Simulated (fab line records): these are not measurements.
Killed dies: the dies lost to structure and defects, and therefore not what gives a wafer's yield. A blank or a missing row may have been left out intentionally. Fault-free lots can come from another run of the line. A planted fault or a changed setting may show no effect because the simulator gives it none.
Which tool did it? + flow gf180mcu + 33 wafers from 11 lots sampled at 3 of the route's 602 steps

== WHAT THE GAUGES READ, wafer by wafer ==
GF_HV_LDD_THK_MEAS_57.
| lot  | measured     | on           | HV_LDD_CVD_56_THK (nm) |
|------|--------------|--------------|------------------------|
| L850 | day 12 15:53 | filmMetro-02 | 90.4 90.1 89.6         |
| L852 | day 13 03:11 | filmMetro-01 | 89.3 89.7 90.8         |
| L854 | day 13 20:37 | filmMetro-02 | 89.0 89.1 89.7         |
| L855 | day 14 06:18 | filmMetro-04 | 89.2 89.4 89.5         |
| L860 | day 15 22:45 | filmMetro-02 | 83.8 83.4 83.4         |
| L863 | day 16 18:45 | filmMetro-01 | 90.3 90.1 90.2         |
| L867 | day 18 03:50 | filmMetro-04 | 89.8 90.3 90.4         |
| L868 | day 18 10:02 | filmMetro-04 | 91.4 90.9 91.3         |
| L871 | day 19 12:47 | filmMetro-01 | 90.0 90.0 90.0         |
| L872 | day 19 17:44 | filmMetro-02 | 89.5 89.6 89.0         |
| L873 | day 20 04:11 | filmMetro-04 | 89.3 89.5 89.8         |

== EACH LOT AND THE TOOL THAT RAN IT (in order: tool; ch and the chambers of the sampled wafers; start) ==
| lot  | GF_HV_LDD_STRIP_37                  | GF_HV_LDD_CVD_56            |
|------|-------------------------------------|-----------------------------|
| L850 | plasmaAsher-03 ch 0,1, day 11 17:13 | lpcvd-02 ch 1, day 12 14:26 |
| L852 | plasmaAsher-01 ch 0,1, day 12 04:13 | lpcvd-01 ch 1, day 13 01:44 |
| L854 | plasmaAsher-01 ch 0,1, day 12 21:23 | lpcvd-02 ch 1, day 13 19:10 |
| L855 | plasmaAsher-02 ch 0,1, day 13 06:44 | lpcvd-01 ch 0, day 14 04:52 |
| L860 | plasmaAsher-02 ch 0,1, day 14 22:14 | lpcvd-01 ch 1, day 15 21:19 |
| L863 | plasmaAsher-02 ch 0,1, day 15 17:32 | lpcvd-02 ch 0, day 16 17:19 |
| L867 | plasmaAsher-01 ch 0,1, day 17 01:51 | lpcvd-02 ch 0, day 18 02:23 |
| L868 | plasmaAsher-03 ch 0,1, day 17 07:56 | lpcvd-02 ch 0, day 18 08:36 |
| L871 | plasmaAsher-02 ch 1, day 18 09:49   | lpcvd-01 ch 0, day 19 11:21 |
| L872 | plasmaAsher-01 ch 0,1, day 18 14:05 | lpcvd-02 ch 0, day 19 16:18 |
| L873 | plasmaAsher-03 ch 0,1, day 19 00:46 | lpcvd-01 ch 0, day 20 02:02 |
- GF_HV_LDD_STRIP_37: strips in O2/N2.
- GF_HV_LDD_CVD_56: deposits Si3N4 from DCS/NH3, target thk 90 nm, time 1543 s.

== AS READ BY THE TOOLS THEMSELVES (means over the sampled wafers that have a number; for cases with no such wafer, the mark the record gives instead) ==
GF_HV_LDD_STRIP_37.
| lot  | tool           | drypumpMotorCurrentA (A) | heaterPowerW (W) | oesProductAu (a.u.) | platenTempC (C) | stripTimeToEndpointS (s) |
|------|----------------|--------------------------|------------------|---------------------|-----------------|--------------------------|
| L850 | plasmaAsher-03 | 6.0                      | 301              | 0.717               | 250.15          | 12.65                    |
| L852 | plasmaAsher-01 | 5.5                      | 341              | 0.716               | 250.05          | 12.62                    |
| L854 | plasmaAsher-01 | 5.5                      | 350              | 0.715               | 250.05          | 12.67                    |
| L855 | plasmaAsher-02 | 5.7                      | 300              | 0.716               | 250.12          | 12.63                    |
| L860 | plasmaAsher-02 | 5.3                      | 298              | 0.716               | 250.20          | 12.66                    |
| L863 | plasmaAsher-02 | 5.3                      | 294              | 0.716               | 249.96          | 12.60                    |
| L867 | plasmaAsher-01 | 5.4                      | 326              | 0.717               | 249.90          | 12.59                    |
| L868 | plasmaAsher-03 | 5.8                      | 296              | 0.718               | 249.81          | 12.65                    |
| L871 | plasmaAsher-02 | 6.1                      | 303              | 0.714               | 249.83          | 12.61                    |
| L872 | plasmaAsher-01 | 5.4                      | 329              | 0.717               | 250.12          | 12.61                    |
| L873 | plasmaAsher-03 | 6.0                      | 298              | 0.717               | 249.97          | 12.65                    |

GF_HV_LDD_CVD_56.
| lot  | tool     | spikeTcBottomC (C) | zonePowerCentrePct (%) |
|------|----------|--------------------|------------------------|
| L850 | lpcvd-02 | 791.6              | 14.9                   |
| L852 | lpcvd-01 | 793.9              | 11.2                   |
| L854 | lpcvd-02 | 790.3              | 15.0                   |
| L855 | lpcvd-01 | 788.3              | 12.2                   |
| L860 | lpcvd-01 | 791.8              | 11.3                   |
| L863 | lpcvd-02 | 794.4              | 13.2                   |
| L867 | lpcvd-02 | 794.4              | 13.3                   |
| L868 | lpcvd-02 | 794.5              | 13.3                   |
| L871 | lpcvd-01 | 788.9              | 12.3                   |
| L872 | lpcvd-02 | 795.0              | 13.2                   |
| L873 | lpcvd-01 | 788.9              | 12.3                   |

== THE ANSWER, worked out from the rows above alone ==
Rule: what is usual is taken from the lots themselves. Put in order of their means at a reading, lots are off if they are a third of the lots or fewer, leave a main group of 4 or more, and stand apart from it by a gap of 3 or more times the standard deviation of the main group's means; of several such gaps the widest counts. Not used: any main group whose means are identical at the precision the tables above print for the reading. Also off: a lot with no number at a reading for which 4 or more lots have one. Where the step has rows for the other lots, those lots are counted as sound. The gauges are gone through in route order, then the tools' own readings, and for those a lot's mean is taken as printed above. The first step at which some lot is off is used, and at that step the reading that is off furthest; a lot without a number counts as furthest.
Off: at GF_HV_LDD_THK_MEAS_57 (HV_LDD_CVD_56_THK), L860. Mean 89.9 nm and standard deviation 0.55 in the main group.
A tool fits if, at a process step before that reading, it ran every lot that is off, and no sound lot after the first of them. Gauges at GF_HV_LDD_THK_MEAS_57: tried the same way as those tools. None of those tried fits.

== WHAT WAS PUT IN BY THE SIMULATOR ==
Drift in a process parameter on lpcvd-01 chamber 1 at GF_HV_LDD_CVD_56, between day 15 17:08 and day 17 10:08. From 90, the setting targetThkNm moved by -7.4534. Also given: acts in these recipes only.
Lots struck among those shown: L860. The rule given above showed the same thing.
